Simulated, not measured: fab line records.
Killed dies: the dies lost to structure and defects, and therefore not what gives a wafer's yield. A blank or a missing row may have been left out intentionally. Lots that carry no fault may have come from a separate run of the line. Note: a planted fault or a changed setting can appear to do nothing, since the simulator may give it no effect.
A single fault, viewed from 2 desks	flow sfqLine	each desk holds nothing but its own numbers, with what lay behind them at the end

== AT THE METROLOGY DESK ==
What the gauges read for every lot (on any tool): the sampled wafers with a number, averaged. Any lot whose mean is over 4 standard deviations away from the usual mean is out of limits and marked OUT; that distance is given in the brackets.
Columns: A = L0V_OVL at SFQ_L0V_OVL_MEAS_903, usual -5 nm; B = I2_OVL at SFQ_I2_OVL_MEAS_918, usual 0 nm
lot	first seen here	A	B
L182	day 5 15:40	-0	1
L183	day 5 20:28	-0	-1
L185	day 6 06:29	-6	-1
L186	day 6 10:05	4	3
L187	day 6 18:29	2	1
L188	day 6 23:23	-7	-8
L189	day 7 04:11	-11	1
L192	day 8 00:49	-2	-0
L196	day 8 19:40	-5	5
L198	day 9 12:28	-3	7
L199	day 9 18:28	-3	-7
L200	day 10 01:28	-10	0
L201	day 10 07:29	-1	2
L202	day 10 11:04	-3	-1
L203	day 10 18:16	-10	1
This desk's verdict: no lot among the 15 shows anything out of limits.

== THE TOOL OWNER'S DESK: cmp-01 ==
The tool's own readings at SFQ_TRILAYER_I0_CMP_CMP_028 (polishes SiO2): means of the sampled wafers that have a number, for each lot that ran on this tool. Any lot whose mean is over 4 standard deviations away from the usual mean is out of limits and marked OUT; that distance is given in the brackets.
Columns: A = motorCurrentA at SFQ_TRILAYER_I0_CMP_CMP_028, usual 10.7 A; B = platenRpm at SFQ_TRILAYER_I0_CMP_CMP_028, usual 60.00 rpm; C = timeToEndpointS at SFQ_TRILAYER_I0_CMP_CMP_028, usual 211 s
lot	first seen here	A	B	C
L185	day 9 11:32	11.6	59.96	209
L186	day 9 21:02	12.0	59.99	214
L187	day 10 06:02	11.4	60.04	200
L188	day 10 09:32	11.6	59.96	211
L198	day 13 00:32	11.0	60.00	210
L199	day 13 03:32	11.3	60.03	214
L200	day 13 10:02	10.9	60.01	209
L202	day 14 01:02	11.1	59.98	216
This desk's verdict: no lot among the 8 shows anything out of limits.

== PUT TOGETHER ==
At the metrology desk, nothing out of limits was observed.
The desk of the tool owner found nothing out of limits.

== WHAT HAD BEEN PUT IN BY THE SIMULATOR ==
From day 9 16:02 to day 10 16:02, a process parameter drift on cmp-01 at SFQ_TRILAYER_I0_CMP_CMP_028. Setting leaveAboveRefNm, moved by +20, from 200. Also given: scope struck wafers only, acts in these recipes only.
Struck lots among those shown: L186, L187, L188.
